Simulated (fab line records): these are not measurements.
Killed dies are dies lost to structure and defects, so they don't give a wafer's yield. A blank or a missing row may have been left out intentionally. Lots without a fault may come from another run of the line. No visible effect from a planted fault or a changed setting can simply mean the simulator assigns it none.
2 desks looking at one fault -- flow gf180mcu -- numbers are kept per desk, each desk with only its own; the story behind them comes last

== FOR THE TOOL OWNER'S DESK: litho track-03 ==
The tool's own readings at GF_M1_COAT_09 (resist thk 1000 nm): means of the sampled wafers that have a number, for each lot that ran on this tool. If a lot's mean is further than 4 standard deviations from the usual mean, the lot is out of limits and carries the mark OUT (the distance appears in the brackets).
Columns: A = dispense pressure kPa at GF_M1_COAT_09, usual 49.1 kPa
lot,first seen here,A
L567,day 18 07:15,48.5
L569,day 19 05:21,48.5
L570,day 19 11:57,48.5
L571,day 19 17:12,48.5
L573,day 20 13:06,48.5
L581,day 23 09:12,48.5
L585,day 24 16:06,48.5
This desk's verdict: no lot among the 7 shows anything out of limits.

== FROM THE METROLOGY DESK ==
What the gauges read for every lot (on any tool): the sampled wafers with a number, averaged. If a lot's mean is further than 4 standard deviations from the usual mean, the lot is out of limits and carries the mark OUT (the distance appears in the brackets).
Columns: A = CONTACT_BOW at GF_CONTACT_BOW_MEAS_05, usual 66 um; B = cd nm at GF_CONTACT_CD_MEAS_14, usual 220.1 nm; C = CONTACT_OVL at GF_CONTACT_OVL_MEAS_15, usual -4 nm
lot,first seen here,A,B,C
L564,day 15 17:28,57,218.4,1
L567,day 16 19:02,59,219.1,-4
L568,day 17 11:21,70,221.3,2
L569,day 17 16:16,65,220.5,-3
L570,day 17 22:04,67,220.0,-13
L571,day 18 04:01,65,219.2,-6
L572,day 18 18:56,63,223.5,-12
L573,day 18 23:09,63,219.7,-8
L579,day 21 02:50,64,219.7,4
L581,day 21 21:01,64,218.0,-6
L584,day 22 18:59,79,220.0,4
L585,day 23 04:06,63,221.6,-2
L586,day 23 14:35,54,222.0,10
This desk's verdict: no lot among the 13 shows anything out of limits.

== BROUGHT TOGETHER ==
Nothing out of limits was seen by the tool owner's desk.
From the metrology desk's view, nothing was out of limits.

== WHAT THE SIMULATOR PUT IN ==
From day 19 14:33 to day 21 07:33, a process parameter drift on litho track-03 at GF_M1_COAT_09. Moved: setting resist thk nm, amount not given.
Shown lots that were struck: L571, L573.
